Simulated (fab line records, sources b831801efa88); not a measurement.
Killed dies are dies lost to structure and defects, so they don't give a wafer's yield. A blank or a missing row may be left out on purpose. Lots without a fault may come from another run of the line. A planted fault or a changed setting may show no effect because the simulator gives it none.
A struck lot beside a sound one | flow sky130 | 15 steps out of a route of 708
Sound: wafers L702.2, L702.4, L702.5. Struck: wafers L717.1, L717.2, L717.4. The cause comes at the end.
At each step with rows: each side's tool, then ch and its chambers, then its first start. Under that, the readings that differ: sound wafers | struck wafers | difference of the means | sigmas: that difference in standard deviations of wafers without a fault.
alike: readings whose means differ by less than 2 such deviations, and words and numbers that are the same on both sides. not compared: withheld readings, readings that some wafer has no value for, bounds like >300 that may hide the same value, and numbers for which the record gives no deviation and whose values overlap.
The two part at a step that has a row with sigmas, a row that says differs or no value, or rows on one side only. Numbers that don't overlap but have no deviation are shown without sigmas and don't part them. A reading that every wafer of one side lacks parts them only if that side has two wafers or more.

SKY_PWDE_STRIP_09: strips in O2/N2.
  sound on plasma_asher-02 ch 0,1, day 4 07:14; struck on plasma_asher-01 ch 0,1, day 8 01:04
  alike: drypump_motor_current_A, o2_flow_sccm, oes_product_au, strip_time_to_endpoint_s
  not compared: rf_hours_counter_h
SKY_PWDE_TW_MEAS_10:
  sound on film_metro-03, day 4 07:20; struck on film_metro-03, day 8 01:10
  alike: PWDE_TW
then, 7 steps without rows for these wafers: SKY_NWELL_DEHYDRATE_03 (time 60 s); SKY_NWELL_HMDS_04 (prime time 60 s); SKY_NWELL_COAT_05 (resist thk 3000 nm); SKY_NWELL_SOFTBAKE_06; SKY_NWELL_EXPOSE_07 (exposes mask NWM, target cd 840 nm); SKY_NWELL_PEB_08; SKY_NWELL_DEVELOP_09 (develop time 60 s).
SKY_NWELL_OVL_MEAS_10:
  sound on overlay-02, day 4 23:54; struck on overlay-01, day 8 21:11
  alike: NWELL_00_OVL
then, 2 steps without rows for these wafers: SKY_NWELL_IMPLANT_11; SKY_NWELL_IMPLANT_12.
SKY_NWELL_IMPLANT_13:
  sound on implanter-04 ch 0, day 5 00:15; struck on implanter-02 ch 0, day 8 21:32
  reading                   | sound                | struck               | difference | sigmas
  beam_energy_keV           | 50.018 50.003 49.994 | 49.195 49.189 49.185 | -0.815     | -51
  model.implant.drp_nm (nm) | 25.55 25.55 25.55    | 25.2 25.2 25.2       | -0.4       |
SKY_NWELL_STRIP_14: strips in O2/N2.
  sound on plasma_asher-02 ch 0,1, day 5 00:23; struck on plasma_asher-02 ch 0,1, day 8 21:41
  alike: drypump_motor_current_A, o2_flow_sccm, oes_product_au, strip_time_to_endpoint_s
  not compared: rf_hours_counter_h
then, 1 step without rows for these wafers: SKY_PAD_OPEN_PROBE_99.

WHERE THEY PART
Only at SKY_NWELL_IMPLANT_13, within this record. Later steps at which nothing parts them and some readings are alike: SKY_NWELL_STRIP_14.

WHY: what the simulator had put in
Process parameter drift: implanter-02, from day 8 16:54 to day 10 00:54, at SKY_NWELL_IMPLANT_13. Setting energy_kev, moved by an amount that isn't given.
